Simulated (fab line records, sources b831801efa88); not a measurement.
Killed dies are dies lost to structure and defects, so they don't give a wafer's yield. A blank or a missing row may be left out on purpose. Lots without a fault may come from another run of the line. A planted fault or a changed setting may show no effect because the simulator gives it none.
Which tool did it? | flow gf180mcu | 15 lots, 43 wafers sampled, at 3 steps of a route of 602

WHAT THE GAUGES READ, wafer by wafer
GF_MVSD_OVL_MEAS_07. Usual: MVSD_OVL -0.4 nm, standard deviation 1.2.
lot  | measured     | on         | MVSD_OVL (nm)  | flag
L322 | day 4 10:41  | overlay-01 | -1.0 -0.4 0.1  |
L323 | day 4 15:07  | overlay-01 | -1.2 -0.1 0.7  |
L324 | day 4 23:34  | overlay-01 | 0.2 1.0 1.7    |
L325 | day 5 03:59  | overlay-01 | 0.1 -1.2 -     |
L327 | day 5 14:41  | overlay-02 | 0.1 -          |
L329 | day 6 01:08  | overlay-01 | -0.6 -         |
L335 | day 7 14:25  | overlay-01 | -0.9 0.1 -2.5  |
L337 | day 8 02:55  | overlay-01 | 0.7 1.4 0.9    |
L338 | day 8 08:59  | overlay-02 | -1.5 -0.7 -0.1 |
L339 | day 8 12:55  | overlay-01 | -0.2 0.1 -0.8  |
L340 | day 8 19:53  | overlay-01 | -0.8 0.6 -1.3  |
L341 | day 9 00:59  | overlay-01 | -0.8 -2.5 -1.7 |
L342 | day 9 06:59  | overlay-02 | -0.4 0.6 -0.9  |
L343 | day 9 10:31  | overlay-01 | -1.6 -0.3 -1.7 |
L345 | day 10 01:34 | overlay-02 | -0.2 -1.1 0.8  |

GF_MVSD_TW_MEAS_11. Usual: MVSD_TW 1581, standard deviation 8.1.
lot  | measured     | on            | MVSD_TW        | flag
L322 | day 4 11:07  | film_metro-01 | 1598 1590 1600 |
L323 | day 4 15:33  | film_metro-01 | 1592 1580 1579 |
L324 | day 5 00:01  | film_metro-04 | 1586 1584 1570 |
L325 | day 5 04:25  | film_metro-04 | 1576 1578 30   | OFF
L327 | day 5 15:07  | film_metro-01 | 1593 30        | OFF
L329 | day 6 01:35  | film_metro-03 | 1598 30        | OFF
L335 | day 7 14:52  | film_metro-03 | 1593 1585 1593 |
L337 | day 8 03:21  | film_metro-04 | 1573 1583 1575 |
L338 | day 8 09:25  | film_metro-04 | 1565 1588 1578 |
L339 | day 8 13:22  | film_metro-03 | 1584 1585 1585 |
L340 | day 8 20:19  | film_metro-04 | 1574 1586 1577 |
L341 | day 9 01:25  | film_metro-01 | 1583 1577 1567 |
L342 | day 9 07:26  | film_metro-01 | 1574 1587 1587 |
L343 | day 9 10:57  | film_metro-04 | 1568 1568 1566 |
L345 | day 10 02:01 | film_metro-04 | 1581 1583 1570 |

WHICH TOOL RAN EACH LOT (tool, then ch and the chambers of the sampled wafers, then the start)
lot  | GF_MVSD_DEVELOP_06
L322 | litho_track-02 ch 0, day 4 10:00
L323 | litho_track-03 ch 0, day 4 14:00
L324 | litho_track-03 ch 0, day 4 23:00
L325 | litho_track-03 ch 0, day 5 03:00
L327 | litho_track-03 ch 0, day 5 14:00
L329 | litho_track-03 ch 0, day 6 01:00
L335 | litho_track-04 ch 0, day 7 14:00
L337 | litho_track-04 ch 0, day 8 02:00
L338 | litho_track-02 ch 0, day 8 08:00
L339 | litho_track-04 ch 0, day 8 12:00
L340 | litho_track-02 ch 0, day 8 19:00
L341 | litho_track-02 ch 0, day 9 00:00
L342 | litho_track-02 ch 0, day 9 06:00
L343 | litho_track-04 ch 0, day 9 10:00
L345 | litho_track-02 ch 0, day 10 01:00
- GF_MVSD_DEVELOP_06: develop time 60 s.

WHAT THE TOOLS THEMSELVES READ (means of the sampled wafers that have a number; where no wafer has one, the mark that the record gives instead)
The record holds no such reading with a usual standard deviation.

THE ANSWER, worked out from the rows above alone
Rule: a lot is off if the mean of its wafers that have a number lies more than 3 standard deviations from the usual mean. A lot without any number at a reading at which 4 lots or more have one is off too. The other lots that the step has rows for count as sound. The gauges are gone through in route order, then the tools' own readings, and for those a lot's mean is taken as printed above. The first step at which some lot is off is used, and at that step the reading that is off furthest; a lot without a number counts as furthest.
Off: L325, L327, L329, at GF_MVSD_TW_MEAS_11 (MVSD_TW).
A tool fits if, at a process step before that reading, it ran every lot that is off, and no sound lot after the first of them. The gauges at GF_MVSD_TW_MEAS_11 are tried like those tools. One fits: litho_track-03 at GF_MVSD_DEVELOP_06. Its last sound lot is L324 (day 4 23:00), its first lot that is off L325 (day 5 03:00): a fault that began between those two fits.

WHAT THE SIMULATOR HAD PUT IN
Process parameter drift: litho_track-03, from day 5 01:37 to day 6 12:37, at GF_MVSD_DEVELOP_06. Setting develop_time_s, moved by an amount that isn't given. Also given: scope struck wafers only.
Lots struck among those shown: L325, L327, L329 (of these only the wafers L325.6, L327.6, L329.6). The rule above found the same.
